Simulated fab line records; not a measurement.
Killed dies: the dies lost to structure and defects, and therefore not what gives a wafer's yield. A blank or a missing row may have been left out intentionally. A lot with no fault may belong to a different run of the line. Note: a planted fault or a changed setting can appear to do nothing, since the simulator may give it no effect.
Struck lot and sound lot, side by side    flow sky130    15 out of 708 route steps
Sound: wafers L648.1, L648.5, L648.6. Wafers struck: L659.3, L659.4, L659.5. The cause comes at the end.
Order at every step that has rows: each side's tool, ch and its chambers, its first start. Under that, the readings that differ: sound wafers    struck wafers    difference of the means    sigmas: that difference in standard deviations of wafers without a fault.
alike: same words and numbers on both sides, and readings whose means sit less than 2 such deviations apart. not compared: any withheld reading, any reading some wafer has no value for, any bound like >300 that may hide the same value, and any number with overlapping values for which the record gives no deviation.
The two part at a step that has a row with sigmas, a row that says differs or no value, or rows on one side only. Non-overlapping numbers with no deviation appear without sigmas and do not part them. A reading that every wafer of one side lacks parts them only if that side has two wafers or more.

first, 2 steps without rows for these wafers: SKY_VT_ADJUST_LVTN_PEB_16; SKY_VT_ADJUST_LVTN_DEVELOP_17 (develop time 60 s).
SKY_VT_ADJUST_LVTN_OVL_MEAS_18:
  sound on overlay-02, day 8 01:51; struck on overlay-02, day 11 04:46
  alike: VT_ADJUST_LVTN_01_OVL
after that, 1 step had no rows for these wafers: SKY_VT_ADJUST_LVTN_IMPLANT_19.
SKY_VT_ADJUST_LVTN_STRIP_20: strips in O2/N2.
  sound on plasma asher-02 ch 0,1, day 8 02:02; struck on plasma asher-04 ch 0,1, day 11 04:58
  alike: drypump motor current A, n2 flow sccm, o2 flow sccm, oes product au, strip time to endpoint s
  not compared: rf hours counter h
SKY_VT_ADJUST_LVTN_TW_MEAS_21:
  sound on film metro-04, day 8 02:08; struck on film metro-01, day 11 05:04
reading              sound              struck             difference  sigmas
VT_ADJUST_LVTN_2_TW  189.6 190.7 190.5  185.5 185.7 185.1  -4.8        -2
then, 6 steps without rows for these wafers: SKY_VT_ADJUST_NCORE_DEHYDRATE_00 (time 60 s); SKY_VT_ADJUST_NCORE_HMDS_01 (prime time 60 s); SKY_VT_ADJUST_NCORE_COAT_02 (resist thk 1140 nm); SKY_VT_ADJUST_NCORE_SOFTBAKE_03 (time 60 s); SKY_VT_ADJUST_NCORE_EXPOSE_04 (exposes mask LVTN COMPLEMENT THIN, target cd 380 nm); SKY_VT_ADJUST_NCORE_PEB_05.
SKY_VT_ADJUST_NCORE_DEVELOP_06: develop time 60 s.
  sound on litho track-02 ch 0, day 8 22:18; struck on litho track-02 ch 0, day 12 04:45
reading               sound              struck             difference  sigmas
developer temp C (C)  23.05 23.15 23.19  23.87 23.47 23.61  +0.52       +5
SKY_VT_ADJUST_NCORE_CD_MEAS_07: the cd target is 380 nm.
  sound on cd sem-02, day 8 22:27; struck on cd sem-01, day 12 04:53
  alike: cd nm
SKY_PAD_OPEN_PROBE_99:
  the record holds rows for the sound wafers here (prober-01, day 46 11:46) but none for the struck ones

## WHERE THEY PART
At SKY_VT_ADJUST_LVTN_TW_MEAS_21 first; at SKY_PAD_OPEN_PROBE_99 last (within this record only).

WHY: the cause the simulator had injected
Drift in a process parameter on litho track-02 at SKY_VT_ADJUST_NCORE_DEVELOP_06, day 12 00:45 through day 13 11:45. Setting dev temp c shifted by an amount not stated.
